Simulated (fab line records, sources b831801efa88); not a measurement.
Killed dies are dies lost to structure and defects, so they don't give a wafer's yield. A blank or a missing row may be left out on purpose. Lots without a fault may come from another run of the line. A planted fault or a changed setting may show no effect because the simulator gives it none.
Which tool did it? | flow sky130 | 11 lots, 33 wafers sampled, at 3 steps of a route of 708

WHAT THE GAUGES READ, wafer by wafer
SKY_CAP2M_THK_MEAS_01.
lot  | measured     | on            | CAP2M_CVD_00_THK (nm)
L208 | day 39 16:10 | film_metro-03 | 15.48 15.62 15.79
L209 | day 40 03:31 | film_metro-04 | 15.41 15.22 15.65
L211 | day 40 10:16 | film_metro-01 | 15.25 15.59 15.52
L213 | day 41 17:40 | film_metro-03 | 15.35 15.38 15.78
L216 | day 42 08:38 | film_metro-03 | 15.47 15.28 15.71
L217 | day 42 14:34 | film_metro-01 | 15.43 15.78 15.83
L220 | day 43 10:23 | film_metro-03 | 15.39 15.46 15.56
L224 | day 44 15:46 | film_metro-04 | 15.70 16.02 16.10
L223 | day 44 16:03 | film_metro-01 | 25.32 15.94 15.65
L230 | day 46 00:56 | film_metro-01 | 15.69 15.44 16.05
L231 | day 46 04:13 | film_metro-04 | 15.79 15.78 16.10

WHICH TOOL RAN EACH LOT (tool, then ch and the chambers of the sampled wafers, then the start)
lot  | SKY_METAL3_DESCUM_15              | SKY_CAP2M_CVD_00
L208 | rie_metal-02 ch 0,1, day 38 12:25 | pecvd-01 ch 0,1, day 39 16:07
L209 | rie_metal-02 ch 0,1, day 38 23:37 | pecvd-02 ch 0,2, day 40 03:29
L211 | rie_metal-01 ch 0,1, day 39 06:28 | pecvd-01 ch 0,1,2, day 40 10:14
L213 | rie_metal-03 ch 0, day 40 13:25   | pecvd-02 ch 0,1, day 41 17:39
L216 | rie_metal-01 ch 0,1, day 41 06:01 | pecvd-02 ch 0,1,2, day 42 08:37
L217 | rie_metal-03 ch 0,1, day 41 11:56 | pecvd-01 ch 0,1, day 42 14:31
L220 | rie_metal-03 ch 0,1, day 42 08:01 | pecvd-01 ch 0,1,2, day 43 10:22
L224 | rie_metal-03 ch 0,1, day 43 13:04 | pecvd-03 ch 1,2, day 44 15:43
L223 | rie_metal-01 ch 0,1, day 43 14:40 | pecvd-01 ch 0,1,2, day 44 16:01
L230 | rie_metal-03 ch 0,1, day 45 00:40 | pecvd-03 ch 0,2, day 46 00:55
L231 | rie_metal-01 ch 0,1, day 45 04:10 | pecvd-03 ch 0,1,2, day 46 04:11
- SKY_METAL3_DESCUM_15: chemistry O2, time 8 s.
- SKY_CAP2M_CVD_00: deposits SiO2, target thk 15.5 nm.

THE ANSWER, worked out from the rows above alone
Rule: what is usual is taken from the lots themselves. Put in order of their means at a reading, lots are off if they are a third of the lots or fewer, leave a main group of 4 or more, and stand apart from it by a gap of 3 or more times the standard deviation of the main group's means; of several such gaps the widest counts. A main group whose means are all the same, to the digits that the tables above print for the reading, isn't used. A lot without any number at a reading at which 4 lots or more have one is off too. The other lots that the step has rows for count as sound.
Off: L223, at SKY_CAP2M_THK_MEAS_01 (CAP2M_CVD_00_THK). The main group: mean 15.62 nm, standard deviation 0.18.
A tool fits if, at a process step before that reading, it ran every lot that is off, and no sound lot after the first of them. The gauges at SKY_CAP2M_THK_MEAS_01 are tried like those tools. One fits: pecvd-01 at SKY_CAP2M_CVD_00. Its last sound lot is L220 (day 43 10:22), its first lot that is off L223 (day 44 16:01): a fault that began between those two fits.

WHAT THE SIMULATOR HAD PUT IN
Process parameter drift: pecvd-01, from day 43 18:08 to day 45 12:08, at SKY_CAP2M_CVD_00. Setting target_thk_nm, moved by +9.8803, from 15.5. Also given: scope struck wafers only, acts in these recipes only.
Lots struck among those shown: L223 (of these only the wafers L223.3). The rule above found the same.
